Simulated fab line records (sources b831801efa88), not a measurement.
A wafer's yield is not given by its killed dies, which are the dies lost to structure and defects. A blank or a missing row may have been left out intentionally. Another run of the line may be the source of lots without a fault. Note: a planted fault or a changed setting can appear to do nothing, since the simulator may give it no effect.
fab line records	flow gf180mcu
[record] lots = 12	wafers = 36	last_day = 34
route steps=602 shown STI@25 HV_LDD@210 SAB@277 SALICIDE@281
lots untouched by any fault: they come from a run of this same line in which no faults occurred
start_h: start of the lot's first displayed wafer, in hours after the record's first day	wait_h: time in hours since the lot's previous step	" unchanged from the row above	L1.1+2: one row covering several wafers at once	- no value present, or no start provided	* or withheld: withheld	< > ~ a bound
route shown NAME@n: a module of which the file shows steps, and the number in the route of the first	usual: average and standard deviation across the fault-free wafers	same: alike in all rows	chamber/n: place in a boat	sites: readings site by site	_std_site: how widely they spread, as a standard deviation	_edge_site: mean of outer sites minus mean of inner sites	radius_mm: how far each site lies from the wafer's centre	mask NAME#n: copy n	behind: the most recent tool/chamber to have shaped the wafer	hold: what put the lot on hold/how long, in hours/how the hold closed	device: transistor that didn't switch, given as n, p or np	end of line: at the end of the route, the tests of the same wafers	where a step has no rows: the recipe by itself	killed: at the first sort, the dies lost to defects and structure; wafer yield is something else	map: the dies of a wafer, with x for killed, . for not killed, _ for no die there
set.NAME: the setting that was run; set.NAME@STEP: the one run at that earlier step	model.NAME: the simulator's own value behind a step, which no gauge read
a sample of lots followed through the steps of the route, with each step as a table and each wafer as a row
services: the hour from which a tool's chamber was out of use, counted from the record's first day as start_h (under 0 if before that day), plus the number of hours and why
[[steps]]
[step GF_STI_THK_MEAS_24]
[recipe] reads = SiO2_of_STI_CVD_23
[usual] STI_CVD_23_THK = 653/5.8
lot.wafer	tool	chamber	start_h	wait_h	STI_CVD_23_THK[nm]
L709.2	film_metro-03	-	28.81	0.0	647
L709.5	"	-	"	"	643
L709.6	"	-	"	"	648
L710.3	film_metro-04	-	32.60	0.1	657
L710.4	"	-	"	"	651
L710.6	"	-	"	"	661
L714.1	film_metro-01	-	57.70	0.0	644
L714.2	"	-	"	"	648
L714.3	"	-	"	"	655
L715.3	film_metro-04	-	64.92	0.1	659
L715.4	"	-	"	"	657
L715.6	"	-	"	"	649
L717.1	film_metro-01	-	70.61	0.0	652
L717.3	"	-	"	"	661
L717.4	"	-	"	"	656
L719.1	film_metro-04	-	79.79	0.0	666
L719.2	"	-	"	"	662
L719.3	"	-	"	"	660
L720.3	film_metro-01	-	86.42	0.1	648
L720.4	"	-	"	"	659
L720.6	"	-	"	"	653
L724.1	film_metro-04	-	104.69	0.0	658
L724.2	"	-	"	"	654
L724.4	"	-	"	"	653
L725.1	film_metro-01	-	109.69	0.0	654
L725.3	"	-	"	"	652
L725.4	"	-	"	"	648
L726.1	film_metro-04	-	115.96	0.0	657
L726.3	"	-	"	"	657
L726.6	"	-	"	"	660
L727.3	film_metro-04	-	121.14	0.1	650
L727.5	"	-	"	"	654
L727.6	"	-	"	"	653
L732.3	film_metro-03	-	145.18	0.1	651
L732.5	"	-	"	"	653
L732.6	"	-	"	"	646
[step GF_HV_LDD_IMPLANT_34]
[recipe] species = P	energy_kev = 60	dose_cm2 = 7.5e+12	tilt_deg = 30	rotation_deg = 90
[usual] beam_on_s = 9.98/0.19	dose_ions_cm2 = 7.5e+12/7.9e+09	faraday_current_uA = 42.4/0.8
lot.wafer	tool	chamber	start_h	wait_h	beam_on_s	dose_ions_cm2	faraday_current_uA
L709.2	implanter-03	0	252.60	0.1	9.93	7.494e+12	42.4
L709.5	"	0	"	"	10.33	7.495e+12	41.0
L709.6	"	0	"	"	10.00	7.513e+12	42.5
L710.3	implanter-01	0	271.16	0.1	9.66	7.494e+12	43.7
L710.4	"	0	"	"	9.87	7.505e+12	42.9
L710.6	"	0	"	"	10.18	7.501e+12	41.4
L714.1	implanter-03	0	302.41	0.1	10.03	7.5e+12	42.1
L714.2	"	0	"	"	9.80	7.501e+12	43.2
L714.3	"	0	"	"	10.05	7.508e+12	42.1
L715.3	implanter-04	0	311.91	0.1	9.94	7.508e+12	42.6
L715.4	"	0	"	"	9.57	7.501e+12	44.0
L715.6	"	0	"	"	10.04	7.511e+12	42.2
L717.1	implanter-04	0	318.68	0.1	10.29	7.517e+12	40.9
L717.3	"	0	"	"	10.01	7.507e+12	42.3
L717.4	"	0	"	"	10.13	7.507e+12	41.8
L719.1	implanter-01	0	332.21	0.1	9.88	7.485e+12	42.9
L719.2	"	0	"	"	9.86	7.497e+12	42.8
L719.3	"	0	"	"	9.85	7.493e+12	42.9
L720.3	implanter-01	0	339.46	0.1	9.85	7.503e+12	42.9
L720.4	"	0	"	"	10.04	7.507e+12	42.1
L720.6	"	0	"	"	9.82	7.507e+12	43.2
L724.1	implanter-01	0	369.96	0.1	10.54	7.502e+12	40.2
L724.2	"	0	"	"	10.02	7.491e+12	42.1
L724.4	"	0	"	"	10.35	7.51e+12	40.8
L725.1	implanter-04	0	378.73	0.1	9.91	4.191e+12	23.7
L725.3	"	0	"	"	10.15	4.167e+12	23.1
L725.4	"	0	"	"	10.04	4.181e+12	23.5
L726.1	implanter-04	0	388.83	0.1	9.48	4.18e+12	24.8
L726.3	"	0	"	"	10.01	4.18e+12	23.6
L726.6	"	0	"	"	9.76	4.174e+12	24.1
L727.3	implanter-03	0	391.76	0.1	10.48	7.504e+12	40.5
L727.5	"	0	"	"	9.89	7.49e+12	42.8
L727.6	"	0	"	"	10.11	7.5e+12	41.9
L732.3	implanter-01	0	428.88	0.1	9.68	7.491e+12	43.6
L732.5	"	0	"	"	9.93	7.487e+12	42.6
L732.6	"	0	"	"	10.01	7.496e+12	42.2
[step GF_HV_LDD_TW_MEAS_38]
[usual] HV_LDD_3_TW = 1432/16
lot.wafer	tool	chamber	start_h	wait_h	HV_LDD_3_TW
L709.2	film_metro-02	-	253.14	0.1	1410
L709.5	"	-	"	"	1412
L709.6	"	-	"	"	1408
L710.3	film_metro-02	-	271.68	0.1	1419
L710.4	"	-	"	"	1418
L710.6	"	-	"	"	1419
L714.1	film_metro-02	-	302.96	0.1	1418
L714.2	"	-	"	"	1420
L714.3	"	-	"	"	1410
L715.3	film_metro-04	-	312.43	0.1	1447
L715.4	"	-	"	"	1442
L715.6	"	-	"	"	1443
L717.1	film_metro-02	-	319.23	0.1	1401
L717.3	"	-	"	"	1405
L717.4	"	-	"	"	1410
L719.1	film_metro-04	-	332.76	0.1	1450
L719.2	"	-	"	"	1436
L719.3	"	-	"	"	1441
L720.3	film_metro-02	-	339.98	0.1	1405
L720.4	"	-	"	"	1411
L720.6	"	-	"	"	1395
L724.1	film_metro-02	-	370.51	0.1	1421
L724.2	"	-	"	"	1420
L724.4	"	-	"	"	1414
L725.1	film_metro-01	-	379.28	0.1	1373
L725.3	"	-	"	"	1387
L725.4	"	-	"	"	1382
L726.1	film_metro-01	-	389.38	0.1	1386
L726.3	"	-	"	"	1382
L726.6	"	-	"	"	1379
L727.3	film_metro-01	-	392.28	0.1	1433
L727.5	"	-	"	"	1442
L727.6	"	-	"	"	1440
L732.3	film_metro-01	-	429.45	0.1	1434
L732.5	"	-	"	"	1425
L732.6	"	-	"	"	1432
[step GF_HV_LDD_RS_MEAS_53]
[recipe] thk_meas_gauge = four-point-probe
[usual] HV_LDD_RS = 418.2/0.87
lot.wafer	tool	chamber	start_h	wait_h	HV_LDD_RS[ohm/sq]
L709.2	film_metro-02	-	273.62	0.1	418.7
L709.5	"	-	"	"	420.1
L709.6	"	-	"	"	420.2
L710.3	film_metro-04	-	292.00	0.1	417.7
L710.4	"	-	"	"	419.5
L710.6	"	-	"	"	418.1
L714.1	film_metro-04	-	324.14	0.1	418.0
L714.2	"	-	"	"	418.2
L714.3	"	-	"	"	417.6
L715.3	film_metro-01	-	333.50	0.1	418.2
L715.4	"	-	"	"	417.9
L715.6	"	-	"	"	418.0
L717.1	film_metro-04	-	341.23	0.1	418.2
L717.3	"	-	"	"	418.0
L717.4	"	-	"	"	418.3
L719.1	film_metro-01	-	354.52	0.1	418.8
L719.2	"	-	"	"	418.5
L719.3	"	-	"	"	417.2
L720.3	film_metro-01	-	362.89	0.1	416.8
L720.4	"	-	"	"	417.5
L720.6	"	-	"	"	418.1
L724.1	film_metro-04	-	393.29	0.1	417.9
L724.2	"	-	"	"	418.4
L724.4	"	-	"	"	417.7
L725.1	film_metro-04	-	402.55	0.1	427.2
L725.3	"	-	"	"	427.3
L725.4	"	-	"	"	427.8
L726.1	film_metro-02	-	412.13	0.1	427.3
L726.3	"	-	"	"	427.4
L726.6	"	-	"	"	425.9
L727.3	film_metro-01	-	415.29	0.1	419.4
L727.5	"	-	"	"	419.4
L727.6	"	-	"	"	418.8
L732.3	film_metro-04	-	453.79	0.1	416.8
L732.5	"	-	"	"	417.5
L732.6	"	-	"	"	417.3
[step GF_SAB_STRIP_13]
[recipe] chemistry = O2/N2	power_w = 1400	pressure_mtorr = 1500	platen_temp_c = 250	o2_flow_sccm = 3000	n2_flow_sccm = 300	overash_fraction = 0.5
[usual] drypump_motor_current_A = 5.64/0.25	heater_power_w = 350/20	oes_product_au = 0.710/0.0041	platen_temp_c = 250.02/0.19	strip_time_to_endpoint_s = 12.63/0.032
lot.wafer	tool	chamber	start_h	wait_h	drypump_motor_current_A	heater_power_w	oes_product_au	platen_temp_c	rf_hours_counter_h	strip_time_to_endpoint_s
L709.2	plasma_asher-02	1	340.73	0.0	5.71	319	0.703	250.33	68	12.59
L709.5	"	1	"	"	5.70	318	0.712	250.13	-	12.63
L709.6	"	0	"	"	5.80	347	0.709	249.72	-	12.58
L710.3	plasma_asher-02	0	361.61	0.0	5.82	342	0.711	250.56	-	12.59
L710.4	"	1	"	"	5.73	330	0.717	250.07	-	12.60
L710.6	"	0	"	"	5.82	353	0.710	250.12	-	12.63
L714.1	plasma_asher-02	1	393.78	0.0	5.68	327	0.702	249.99	73	12.60
L714.2	"	0	"	"	5.82	350	0.715	250.25	73	12.63
L714.3	"	1	"	"	5.69	319	0.717	249.99	-	12.62
L715.3	plasma_asher-02	0	404.94	0.0	5.80	361	0.719	250.33	-	12.56
L715.4	"	1	"	"	5.68	320	0.707	250.13	-	12.61
L715.6	"	1	"	"	5.68	313	0.714	250.04	-	12.59
L717.1	plasma_asher-01	1	413.24	0.0	5.38	384	0.706	250.20	62	12.66
L717.3	"	1	"	"	5.36	388	0.706	249.95	-	12.61
L717.4	"	0	"	"	5.25	370	0.717	250.03	-	12.61
L719.1	plasma_asher-02	0	428.61	0.0	5.81	353	0.704	250.21	77	12.60
L719.2	"	1	"	"	5.73	326	0.707	250.03	77	12.62
L719.3	"	1	"	"	5.72	326	0.719	250.07	-	12.62
L720.3	plasma_asher-02	0	435.36	0.0	5.81	341	0.706	249.95	-	12.63
L720.4	"	1	"	"	5.71	319	0.703	249.72	-	12.62
L720.6	"	0	"	"	5.81	349	0.717	249.99	-	12.59
L724.1	plasma_asher-02	0	467.83	0.0	5.82	354	0.701	250.12	81	12.66
L724.2	"	1	"	"	5.72	321	0.709	249.50	81	12.64
L724.4	"	0	"	"	5.83	352	0.711	250.15	-	12.61
L725.1	plasma_asher-01	0	478.09	0.0	5.25	372	0.713	249.99	69	12.67
L725.3	"	0	"	"	5.26	362	0.711	250.28	-	12.66
L725.4	"	1	"	"	5.37	379	0.715	249.86	-	12.65
L726.1	plasma_asher-04	1	488.27	0.0	5.89	341	0.711	249.86	39	12.65
L726.3	"	0	"	"	5.96	334	0.714	249.60	-	12.64
L726.6	"	1	"	"	5.89	344	0.715	249.90	-	12.68
L727.3	plasma_asher-02	0	491.51	0.0	5.80	356	0.714	249.81	-	12.63
L727.5	"	1	"	"	5.70	325	0.712	250.18	-	12.65
L727.6	"	0	"	"	5.80	353	0.710	249.89	-	12.64
L732.3	plasma_asher-01	0	527.94	0.0	5.23	368	0.710	249.83	-	12.63
L732.5	"	1	"	"	5.34	382	0.716	250.50	-	12.63
L732.6	"	0	"	"	5.22	368	0.704	250.13	-	12.59
[step GF_SALICIDE_SPUTTER_03]
[recipe] material = TiN	target_thk_nm = 20	power_w = 6500	time_s = 16.7	chamber_pressure_pa = 0.4
[usual] throttle_valve_pct = 30.0/1.1
[same] time_s = 16.7
lot.wafer	tool	chamber	start_h	wait_h	throttle_valve_pct
L709.2	pvd_sputter-01	-	340.95	0.0	29.5
L709.5	"	-	"	"	32.1
L709.6	"	-	"	"	29.9
L710.3	pvd_sputter-01	-	361.80	0.0	29.5
L710.4	"	-	"	"	32.0
L710.6	"	-	"	"	29.7
L714.1	pvd_sputter-04	-	394.00	0.0	31.9
L714.2	"	-	"	"	29.0
L714.3	"	-	"	"	29.7
L715.3	pvd_sputter-03	-	405.12	0.0	28.8
L715.4	"	-	"	"	28.8
L715.6	"	-	"	"	28.7
L717.1	pvd_sputter-01	-	413.46	0.0	29.9
L717.3	"	-	"	"	30.0
L717.4	"	-	"	"	29.4
L719.1	pvd_sputter-04	-	428.82	0.0	29.2
L719.2	"	-	"	"	31.2
L719.3	"	-	"	"	31.8
L720.3	pvd_sputter-01	-	435.54	0.0	29.8
L720.4	"	-	"	"	29.6
L720.6	"	-	"	"	29.9
L724.1	pvd_sputter-01	-	468.04	0.0	29.3
L724.2	"	-	"	"	30.0
L724.4	"	-	"	"	32.1
L725.1	pvd_sputter-01	-	478.31	0.0	29.6
L725.3	"	-	"	"	32.0
L725.4	"	-	"	"	29.6
L726.1	pvd_sputter-03	-	488.49	0.0	29.2
L726.3	"	-	"	"	30.7
L726.6	"	-	"	"	30.8
L727.3	pvd_sputter-03	-	491.69	0.0	31.0
L727.5	"	-	"	"	28.6
L727.6	"	-	"	"	31.0
L732.3	pvd_sputter-04	-	528.12	0.0	29.2
L732.5	"	-	"	"	29.2
L732.6	"	-	"	"	30.0
[[services]]
tool	chamber	start_h	hours	kind
pvd_sputter-03	-	248.03	5.4	repair
pvd_sputter-03	1	268.65	-	consumable_replace:kit
pvd_sputter-04	-	303.10	9.0	repair
implanter-03	-	304.01	5.1	pm
implanter-01	-	311.01	7.2	pm
pvd_sputter-01	2	324.70	-	consumable_replace:kit
pvd_sputter-01	2	324.70	18.0	scheduled_down
pvd_sputter-01	2	324.70	18.0	vent_cycle
implanter-01	-	340.18	2.7	repair
implanter-04	-	357.91	3.3	repair
implanter-04	-	411.63	2.8	repair
implanter-03	-	428.03	4.0	repair
plasma_asher-04	-	434.84	2.8	pm
implanter-04	-	441.55	5.6	pm
implanter-01	-	446.71	2.4	pm
plasma_asher-01	-	455.79	3.6	repair
implanter-04	-	459.22	3.7	pm
implanter-04	-	467.14	44.7	pm
pvd_sputter-03	-	506.28	1.1	repair
implanter-04	-	517.08	1.4	repair
pvd_sputter-01	1	522.66	-	consumable_replace:kit
pvd_sputter-01	1	522.66	18.0	scheduled_down
pvd_sputter-01	1	522.66	18.0	vent_cycle
implanter-03	-	523.22	3.1	repair
[[key]]
[first_sign] step = GF_HV_LDD_IMPLANT_34	reading = dose_ions_cm2	direction = down	sigmas = 99+	usual = 7.5e+12	struck = 4.179e+12
[effect] step = GF_HV_LDD_IMPLANT_34	reading = faraday_current_uA	direction = down	sigmas = 23	usual = 42.4	struck = 23.8
[effect] step = GF_HV_LDD_TW_MEAS_38	reading = HV_LDD_3_TW	direction = down	sigmas = 3.2	usual = 1432	struck = 1381
[effect] step = GF_HV_LDD_RS_MEAS_53	reading = HV_LDD_RS	direction = up	sigmas = 10	usual = 418.2	struck = 427.1
met_at GF_HV_LDD_IMPLANT_34
struck_lots L725,L726
tester_left_out L725,L726
not_acting_at GF_STI_THK_MEAS_24,GF_SAB_STRIP_13,GF_SALICIDE_SPUTTER_03
onset_between 318.68 378.73
[fault] kind = process_parameter_drift	tool = implanter-04	chamber = -	onset_h = 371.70	steps = GF_HV_LDD_IMPLANT_34	channel = dose_cm2	offset = -3.3219e+12	shape = step	end_h = 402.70	acts_in = these_recipes_only	stated = 7.5e+12
// tester_left_out: of these lots the tester's yield and bins aren't shown, on N5 and GAA mostly nor the transistor test; their killed dies are dies lost to structure and defects alone, not to doping, threshold or leakage, so they don't give the yield
